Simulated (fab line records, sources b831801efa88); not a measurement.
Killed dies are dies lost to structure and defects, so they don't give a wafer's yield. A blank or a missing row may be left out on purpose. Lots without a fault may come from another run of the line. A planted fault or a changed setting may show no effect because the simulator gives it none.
Which tool did it? | flow gf180mcu | 14 lots, 42 wafers sampled, at 3 steps of a route of 602

WHAT THE GAUGES READ, wafer by wafer
GF_M1_RS_MEAS_05: measures by four-point-probe.
lot  | measured     | on            | M1_ALCU_RS (ohm/sq)
L596 | day 19 04:27 | film_metro-02 | 0.0693 0.0694 0.0702
L597 | day 19 12:24 | film_metro-01 | 0.0691 0.0696 0.0691
L598 | day 19 22:01 | film_metro-04 | 0.0705 0.0697 0.0706
L599 | day 20 04:41 | film_metro-04 | 0.0686 0.0697 0.0688
L600 | day 20 13:37 | film_metro-04 | 0.0690 0.0701 0.0702
L601 | day 21 00:40 | film_metro-02 | 0.0686 0.0690 0.0691
L604 | day 21 23:02 | film_metro-04 | 0.0693 0.0701 0.0693
L605 | day 22 08:04 | film_metro-04 | 0.0689 0.0684 0.0692
L606 | day 22 17:13 | film_metro-01 | 0.0700 0.0697 0.0706
L607 | day 22 20:07 | film_metro-04 | 0.0694 0.0685 0.0687
L608 | day 23 08:08 | film_metro-02 | 0.0695 0.0694 0.0694
L609 | day 23 10:49 | film_metro-04 | 0.0692 0.0681 0.0686
L610 | day 23 19:26 | film_metro-01 | 0.0684 0.0687 0.0692
L611 | day 24 00:52 | film_metro-02 | 0.0688 0.0686 0.0685

GF_V1_OVL_MEAS_15.
lot  | measured     | on         | V1_OVL (nm)
L596 | day 21 06:22 | overlay-02 | 1 6 8
L597 | day 21 14:49 | overlay-02 | 9 12 0
L598 | day 21 23:43 | overlay-01 | -4 -9 -7
L599 | day 22 05:31 | overlay-02 | -7 -7 -9
L600 | day 22 22:40 | overlay-01 | 5 8 3
L601 | day 23 00:25 | overlay-02 | -14 2 5
L604 | day 23 22:19 | overlay-02 | -4 -4 -6
L605 | day 24 07:14 | overlay-01 | -2 2 -12
L606 | day 24 14:34 | overlay-01 | -1 2 10
L607 | day 24 17:45 | overlay-02 | 3 10 10
L608 | day 25 05:19 | overlay-02 | -4 5 -2
L609 | day 25 07:28 | overlay-02 | 4 10 15
L610 | day 25 15:32 | overlay-02 | 14 1 2
L611 | day 25 21:14 | overlay-01 | 2 -9 -6

WHICH TOOL RAN EACH LOT (tool, then ch and the chambers of the sampled wafers, then the start)
lot  | GF_V1_SOFTBAKE_10
L596 | litho_track-03 ch 0, day 20 18:00
L597 | litho_track-02 ch 0, day 21 02:00
L598 | litho_track-04 ch 0, day 21 12:00
L599 | litho_track-03 ch 0, day 21 17:00
L600 | litho_track-02 ch 0, day 22 02:00
L601 | litho_track-02 ch 0, day 22 12:00
L604 | litho_track-04 ch 0, day 23 11:00
L605 | litho_track-04 ch 0, day 23 19:00
L606 | litho_track-04 ch 0, day 24 03:00
L607 | litho_track-04 ch 0, day 24 06:00
L608 | litho_track-04 ch 0, day 24 18:00
L609 | litho_track-02 ch 0, day 24 20:00
L610 | litho_track-04 ch 0, day 25 05:00
L611 | litho_track-04 ch 0, day 25 10:00
- GF_V1_SOFTBAKE_10: time 60 s.

WHAT THE TOOLS THEMSELVES READ (means of the sampled wafers that have a number; where no wafer has one, the mark that the record gives instead)
GF_V1_SOFTBAKE_10.
lot  | tool           | heater_power_total_W (W) | plate_temp_C (C)
L596 | litho_track-03 | 93.76                    | 130.77
L597 | litho_track-02 | 93.04                    | 130.12
L598 | litho_track-04 | 93.11                    | 130.05
L599 | litho_track-03 | 93.89                    | 130.72
L600 | litho_track-02 | 93.02                    | 130.01
L601 | litho_track-02 | 93.05                    | 130.11
L604 | litho_track-04 | 93.04                    | 130.05
L605 | litho_track-04 | 93.06                    | 130.13
L606 | litho_track-04 | 93.07                    | 130.11
L607 | litho_track-04 | 93.04                    | 130.02
L608 | litho_track-04 | 93.07                    | 129.95
L609 | litho_track-02 | 93.08                    | 129.92
L610 | litho_track-04 | 93.08                    | 129.91
L611 | litho_track-04 | 93.00                    | 129.96

THE ANSWER, worked out from the rows above alone
Rule: what is usual is taken from the lots themselves. Put in order of their means at a reading, lots are off if they are a third of the lots or fewer, leave a main group of 4 or more, and stand apart from it by a gap of 3 or more times the standard deviation of the main group's means; of several such gaps the widest counts. A main group whose means are all the same, to the digits that the tables above print for the reading, isn't used. A lot without any number at a reading at which 4 lots or more have one is off too. The other lots that the step has rows for count as sound. The gauges are gone through in route order, then the tools' own readings, and for those a lot's mean is taken as printed above. The first step at which some lot is off is used, and at that step the reading that is off furthest; a lot without a number counts as furthest.
Off: L596, L599, at GF_V1_SOFTBAKE_10 (heater_power_total_W). The main group: mean 93.06 W, standard deviation 0.028.
A tool fits if, at that step or a process step before it, it ran every lot that is off, and no sound lot after the first of them. One fits: litho_track-03 at GF_V1_SOFTBAKE_10. It ran no sound lot before its first lot that is off in this sample, so the start can't be narrowed down.
The tool's own readings at GF_V1_SOFTBAKE_10 bear it out: on the lots that are off they differ by more than 5 times the standard deviation of the sound lots' means. heater_power_total_W reads 93.83 W there against 93.06 W on the sound lots; plate_temp_C reads 130.75 C there against 130.03 C on the sound lots.

WHAT THE SIMULATOR HAD PUT IN
Process parameter drift: litho_track-03, from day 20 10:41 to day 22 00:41, at GF_V1_SOFTBAKE_10. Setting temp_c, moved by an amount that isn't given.
Lots struck among those shown: L596, L599. The rule above found the same.
